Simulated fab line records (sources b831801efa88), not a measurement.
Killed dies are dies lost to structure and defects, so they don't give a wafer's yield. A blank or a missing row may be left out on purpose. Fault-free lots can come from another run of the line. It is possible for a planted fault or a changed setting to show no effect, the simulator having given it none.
Which tool was responsible? | flow sky130 | route of 708 steps, sampled at 1 step: 13 lots, 39 wafers

WHAT THE GAUGES READ, wafer by wafer
SKY_CONTACT_THK_MEAS_01.
lot  | measured     | on            | CONTACT_CVD_00_THK (nm)
L530 | day 31 08:29 | film metro-01 | 73.3 73.9 75.1
L531 | day 31 21:53 | film metro-04 | 74.5 75.5 75.0
L532 | day 32 11:10 | film metro-01 | 74.1 73.5 75.1
L533 | day 32 14:41 | film metro-04 | 75.1 75.4 75.2
L534 | day 32 15:40 | film metro-01 | 75.8 76.4 75.8
L535 | day 32 22:20 | film metro-01 | 74.1 74.0 74.9
L537 | day 33 10:05 | film metro-04 | 74.9 75.3 76.5
L536 | day 33 10:47 | film metro-01 | 73.9 74.3 74.5
L538 | day 33 19:09 | film metro-04 | 74.1 72.2 73.0
L539 | day 34 10:29 | film metro-03 | 74.3 74.4 75.2
L540 | day 34 12:35 | film metro-01 | 74.5 75.1 75.9
L541 | day 34 20:46 | film metro-04 | 74.2 75.8 76.1
L549 | day 37 12:11 | film metro-04 | 76.3 75.5 75.2

EACH LOT AND THE TOOL THAT RAN IT (in order: tool; ch and the chambers of the sampled wafers; start)
No process step before these readings appears in the record.

AS READ BY THE TOOLS THEMSELVES (means over the sampled wafers that have a number; for cases with no such wafer, the mark the record gives instead)
The record holds no such reading with a usual standard deviation.

THE ANSWER, worked out from the rows above alone
Rule: the usual values come from the lots themselves. Put in order of their means at a reading, lots are off if they are a third of the lots or fewer, leave a main group of 4 or more, and stand apart from it by a gap of 3 or more times the standard deviation of the main group's means; of several such gaps the widest counts. A main group whose means are all the same, to the digits that the tables above print for the reading, isn't used. Also off: a lot with no number at a reading for which 4 or more lots have one. Any other lot the step has rows for is counted as sound. Order of review: gauges by route order, followed by the tools' own readings, for which a lot's mean as printed above is used. At the first step where some lot is off, the reading lying furthest off is the one used; lots without a number count as furthest.
No lot is off at any reading shown: from this, nothing can be told.

WHAT HAD BEEN PUT IN BY THE SIMULATOR
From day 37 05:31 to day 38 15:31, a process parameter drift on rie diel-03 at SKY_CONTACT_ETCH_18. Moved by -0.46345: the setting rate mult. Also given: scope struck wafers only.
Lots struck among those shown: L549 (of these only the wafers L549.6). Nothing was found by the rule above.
